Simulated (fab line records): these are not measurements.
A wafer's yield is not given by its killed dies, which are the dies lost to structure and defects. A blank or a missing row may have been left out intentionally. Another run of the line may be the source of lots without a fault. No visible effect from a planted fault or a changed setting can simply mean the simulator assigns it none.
The tool behind it: which one? || flow sky130 || 33 wafers from 11 lots sampled at 5 of the route's 708 steps

WHAT EACH GAUGE READ, for each wafer
SKY_LI_CONTACT_THK_MEAS_23: measures by xrf.
{"lot": "L774", "measured": "day 29 08:52", "on": "filmMetro-02", "LI_CONTACT_W_THK (nm)": "399 396 398"}
{"lot": "L773", "measured": "day 29 09:52", "on": "filmMetro-02", "LI_CONTACT_W_THK (nm)": "402 410 403"}
{"lot": "L775", "measured": "day 29 16:39", "on": "filmMetro-02", "LI_CONTACT_W_THK (nm)": "396 397 395"}
{"lot": "L778", "measured": "day 30 23:07", "on": "filmMetro-01", "LI_CONTACT_W_THK (nm)": "395 395 397"}
{"lot": "L777", "measured": "day 31 01:04", "on": "filmMetro-03", "LI_CONTACT_W_THK (nm)": "398 400 403"}
{"lot": "L779", "measured": "day 31 02:07", "on": "filmMetro-02", "LI_CONTACT_W_THK (nm)": "396 397 389"}
{"lot": "L781", "measured": "day 32 03:28", "on": "filmMetro-01", "LI_CONTACT_W_THK (nm)": "393 389 389"}
{"lot": "L782", "measured": "day 32 12:47", "on": "filmMetro-03", "LI_CONTACT_W_THK (nm)": "407 401 401"}
{"lot": "L784", "measured": "day 32 18:26", "on": "filmMetro-03", "LI_CONTACT_W_THK (nm)": "409 410 405"}
{"lot": "L785", "measured": "day 32 22:38", "on": "filmMetro-03", "LI_CONTACT_W_THK (nm)": "399 398 400"}
{"lot": "L794", "measured": "day 35 22:39", "on": "filmMetro-03", "LI_CONTACT_W_THK (nm)": "406 401 403"}

SKY_VIA1_THK_MEAS_23: measures by xrf.
{"lot": "L774", "measured": "day 34 03:54", "on": "filmMetro-01", "VIA1_W_THK (nm)": "268 267 269"}
{"lot": "L773", "measured": "day 34 05:31", "on": "filmMetro-02", "VIA1_W_THK (nm)": "269 268 265"}
{"lot": "L775", "measured": "day 34 12:08", "on": "filmMetro-02", "VIA1_W_THK (nm)": "266 274 266"}
{"lot": "L778", "measured": "day 35 16:10", "on": "filmMetro-03", "VIA1_W_THK (nm)": "273 264 269"}
{"lot": "L777", "measured": "day 35 19:13", "on": "filmMetro-01", "VIA1_W_THK (nm)": "271 275 273"}
{"lot": "L779", "measured": "day 35 21:17", "on": "filmMetro-03", "VIA1_W_THK (nm)": "268 276 266"}
{"lot": "L781", "measured": "day 36 19:28", "on": "filmMetro-01", "VIA1_W_THK (nm)": "279 281 273"}
{"lot": "L782", "measured": "day 37 05:40", "on": "filmMetro-03", "VIA1_W_THK (nm)": "266 264 267"}
{"lot": "L784", "measured": "day 37 10:51", "on": "filmMetro-02", "VIA1_W_THK (nm)": "265 265 264"}
{"lot": "L785", "measured": "day 37 13:16", "on": "filmMetro-03", "VIA1_W_THK (nm)": "268 265 267"}
{"lot": "L794", "measured": "day 40 10:01", "on": "filmMetro-02", "VIA1_W_THK (nm)": "276 275 272"}

SKY_PASSIVATION_THK_MEAS_01.
{"lot": "L774", "measured": "day 43 23:40", "on": "filmMetro-02", "PASSIVATION_CVD_00_THK (nm)": "91.7 91.4 90.7"}
{"lot": "L773", "measured": "day 44 02:19", "on": "filmMetro-03", "PASSIVATION_CVD_00_THK (nm)": "90.1 90.2 91.7"}
{"lot": "L775", "measured": "day 44 08:59", "on": "filmMetro-02", "PASSIVATION_CVD_00_THK (nm)": "91.2 93.0 92.6"}
{"lot": "L778", "measured": "day 45 07:20", "on": "filmMetro-02", "PASSIVATION_CVD_00_THK (nm)": "90.9 90.6 90.5"}
{"lot": "L777", "measured": "day 45 10:11", "on": "filmMetro-03", "PASSIVATION_CVD_00_THK (nm)": "89.3 90.5 92.5"}
{"lot": "L779", "measured": "day 45 10:44", "on": "filmMetro-01", "PASSIVATION_CVD_00_THK (nm)": "89.1 91.0 91.4"}
{"lot": "L781", "measured": "day 46 05:27", "on": "filmMetro-01", "PASSIVATION_CVD_00_THK (nm)": "90.0 89.3 89.9"}
{"lot": "L782", "measured": "day 46 15:42", "on": "filmMetro-03", "PASSIVATION_CVD_00_THK (nm)": "90.7 90.6 91.1"}
{"lot": "L784", "measured": "day 46 16:21", "on": "filmMetro-01", "PASSIVATION_CVD_00_THK (nm)": "72.9 89.7 92.0"}
{"lot": "L785", "measured": "day 46 16:38", "on": "filmMetro-01", "PASSIVATION_CVD_00_THK (nm)": "90.7 89.9 92.1"}
{"lot": "L794", "measured": "day 49 02:13", "on": "filmMetro-02", "PASSIVATION_CVD_00_THK (nm)": "89.1 89.4 90.0"}

EACH LOT AND THE TOOL THAT RAN IT (in order: tool; ch and the chambers of the sampled wafers; start)
{"lot": "L774", "SKY_LOCAL_INTERCONNECT_METAL_ETCH_14": "rieMetal-01 ch 0,1, day 30 12:14", "SKY_PASSIVATION_CVD_00": "pecvd-02 ch 0,1,2, day 43 23:38"}
{"lot": "L773", "SKY_LOCAL_INTERCONNECT_METAL_ETCH_14": "rieMetal-03 ch 0,1, day 30 13:32", "SKY_PASSIVATION_CVD_00": "pecvd-02 ch 1,2, day 44 02:17"}
{"lot": "L775", "SKY_LOCAL_INTERCONNECT_METAL_ETCH_14": "rieMetal-03 ch 0,1, day 30 21:47", "SKY_PASSIVATION_CVD_00": "pecvd-02 ch 0,1,2, day 44 08:56"}
{"lot": "L778", "SKY_LOCAL_INTERCONNECT_METAL_ETCH_14": "rieMetal-03 ch 0,1, day 32 03:11", "SKY_PASSIVATION_CVD_00": "pecvd-02 ch 0,1, day 45 07:19"}
{"lot": "L777", "SKY_LOCAL_INTERCONNECT_METAL_ETCH_14": "rieMetal-02 ch 0,1, day 32 05:43", "SKY_PASSIVATION_CVD_00": "pecvd-03 ch 0,2, day 45 10:10"}
{"lot": "L779", "SKY_LOCAL_INTERCONNECT_METAL_ETCH_14": "rieMetal-03 ch 0,1, day 32 06:37", "SKY_PASSIVATION_CVD_00": "pecvd-03 ch 0,1,2, day 45 10:41"}
{"lot": "L781", "SKY_LOCAL_INTERCONNECT_METAL_ETCH_14": "rieMetal-02 ch 0,1, day 33 06:49", "SKY_PASSIVATION_CVD_00": "pecvd-02 ch 0,1,2, day 46 05:26"}
{"lot": "L782", "SKY_LOCAL_INTERCONNECT_METAL_ETCH_14": "rieMetal-01 ch 0,1, day 33 16:37", "SKY_PASSIVATION_CVD_00": "pecvd-03 ch 1,2, day 46 15:41"}
{"lot": "L784", "SKY_LOCAL_INTERCONNECT_METAL_ETCH_14": "rieMetal-01 ch 1, day 33 21:51", "SKY_PASSIVATION_CVD_00": "pecvd-02 ch 0,1, day 46 16:19"}
{"lot": "L785", "SKY_LOCAL_INTERCONNECT_METAL_ETCH_14": "rieMetal-03 ch 1, day 34 01:33", "SKY_PASSIVATION_CVD_00": "pecvd-03 ch 0,1,2, day 46 16:37"}
{"lot": "L794", "SKY_LOCAL_INTERCONNECT_METAL_ETCH_14": "rieMetal-02 ch 1, day 37 01:25", "SKY_PASSIVATION_CVD_00": "pecvd-03 ch 0,1, day 49 02:11"}
- SKY_LOCAL_INTERCONNECT_METAL_ETCH_14: etches TiN in Cl2/BCl3, stops on PSG, target depth 110 nm, time 31.4 s.
- SKY_PASSIVATION_CVD_00: deposits SiO2, target thk 90 nm.

WHAT THE TOOLS THEMSELVES READ (means of the sampled wafers that have a number; where no wafer has one, the mark that the record gives instead)
SKY_LOCAL_INTERCONNECT_METAL_ETCH_14.
{"lot": "L774", "tool": "rieMetal-01", "biasW (W)": 48.66, "drypumpMotorCurrentA (A)": 5.5, "oesProductAu (a.u.)": 0.935, "throttleValvePct (%)": 21.896}
{"lot": "L773", "tool": "rieMetal-03", "biasW (W)": 48.49, "drypumpMotorCurrentA (A)": 5.7, "oesProductAu (a.u.)": 0.952, "throttleValvePct (%)": 21.901}
{"lot": "L775", "tool": "rieMetal-03", "biasW (W)": 48.51, "drypumpMotorCurrentA (A)": 5.7, "oesProductAu (a.u.)": 0.936, "throttleValvePct (%)": 21.900}
{"lot": "L778", "tool": "rieMetal-03", "biasW (W)": 48.59, "drypumpMotorCurrentA (A)": 5.7, "oesProductAu (a.u.)": 0.942, "throttleValvePct (%)": 21.907}
{"lot": "L777", "tool": "rieMetal-02", "biasW (W)": 48.62, "drypumpMotorCurrentA (A)": 4.9, "oesProductAu (a.u.)": 0.925, "throttleValvePct (%)": 21.918}
{"lot": "L779", "tool": "rieMetal-03", "biasW (W)": 48.45, "drypumpMotorCurrentA (A)": 5.5, "oesProductAu (a.u.)": 0.934, "throttleValvePct (%)": 21.903}
{"lot": "L781", "tool": "rieMetal-02", "biasW (W)": 48.46, "drypumpMotorCurrentA (A)": 4.9, "oesProductAu (a.u.)": 0.940, "throttleValvePct (%)": 21.908}
{"lot": "L782", "tool": "rieMetal-01", "biasW (W)": 48.41, "drypumpMotorCurrentA (A)": 5.5, "oesProductAu (a.u.)": 0.946, "throttleValvePct (%)": 21.906}
{"lot": "L784", "tool": "rieMetal-01", "biasW (W)": 48.68, "drypumpMotorCurrentA (A)": 5.6, "oesProductAu (a.u.)": 0.934, "throttleValvePct (%)": 21.899}
{"lot": "L785", "tool": "rieMetal-03", "biasW (W)": 48.48, "drypumpMotorCurrentA (A)": 5.9, "oesProductAu (a.u.)": 0.945, "throttleValvePct (%)": 21.889}
{"lot": "L794", "tool": "rieMetal-02", "biasW (W)": 48.57, "drypumpMotorCurrentA (A)": 4.8, "oesProductAu (a.u.)": 0.936, "throttleValvePct (%)": 21.896}

SKY_PASSIVATION_CVD_00.
{"lot": "L774", "tool": "pecvd-02", "heaterPowerOuterW (W)": 368, "heaterPowerW (W)": 600}
{"lot": "L773", "tool": "pecvd-02", "heaterPowerOuterW (W)": 395, "heaterPowerW (W)": 600}
{"lot": "L775", "tool": "pecvd-02", "heaterPowerOuterW (W)": 417, "heaterPowerW (W)": 665}
{"lot": "L778", "tool": "pecvd-02", "heaterPowerOuterW (W)": 400, "heaterPowerW (W)": 685}
{"lot": "L777", "tool": "pecvd-03", "heaterPowerOuterW (W)": 343, "heaterPowerW (W)": 621}
{"lot": "L779", "tool": "pecvd-03", "heaterPowerOuterW (W)": 392, "heaterPowerW (W)": 684}
{"lot": "L781", "tool": "pecvd-02", "heaterPowerOuterW (W)": 359, "heaterPowerW (W)": 599}
{"lot": "L782", "tool": "pecvd-03", "heaterPowerOuterW (W)": 400, "heaterPowerW (W)": 718}
{"lot": "L784", "tool": "pecvd-02", "heaterPowerOuterW (W)": 356, "heaterPowerW (W)": 652}
{"lot": "L785", "tool": "pecvd-03", "heaterPowerOuterW (W)": 352, "heaterPowerW (W)": 651}
{"lot": "L794", "tool": "pecvd-03", "heaterPowerOuterW (W)": 311, "heaterPowerW (W)": 593}

THE ANSWER, worked out from the rows above alone
Rule: what is usual is taken from the lots themselves. Put in order of their means at a reading, lots are off if they are a third of the lots or fewer, leave a main group of 4 or more, and stand apart from it by a gap of 3 or more times the standard deviation of the main group's means; of several such gaps the widest counts. The tables above print the reading to a certain number of digits; a main group whose means all agree to those digits is not used. A lot without any number at a reading at which 4 lots or more have one is off too. Any other lot the step has rows for is counted as sound. After the gauges, taken in route order, come the tools' own readings; for these a lot's mean is taken, as printed above. At the first step where some lot is off, the reading lying furthest off is the one used; lots without a number count as furthest.
Off: L784, at SKY_PASSIVATION_THK_MEAS_01 (PASSIVATION_CVD_00_THK). For the main group the mean is 90.7 nm and the standard deviation 0.72.
If a tool, at a process step before that reading, ran all the lots that are off and no sound lot after the first of them, it fits. Gauges at SKY_PASSIVATION_THK_MEAS_01: tried the same way as those tools. 2 tools fit, rieMetal-01 at SKY_LOCAL_INTERCONNECT_METAL_ETCH_14 and pecvd-02 at SKY_PASSIVATION_CVD_00, so this cannot tell which one it is.

WHAT WAS PUT IN BY THE SIMULATOR
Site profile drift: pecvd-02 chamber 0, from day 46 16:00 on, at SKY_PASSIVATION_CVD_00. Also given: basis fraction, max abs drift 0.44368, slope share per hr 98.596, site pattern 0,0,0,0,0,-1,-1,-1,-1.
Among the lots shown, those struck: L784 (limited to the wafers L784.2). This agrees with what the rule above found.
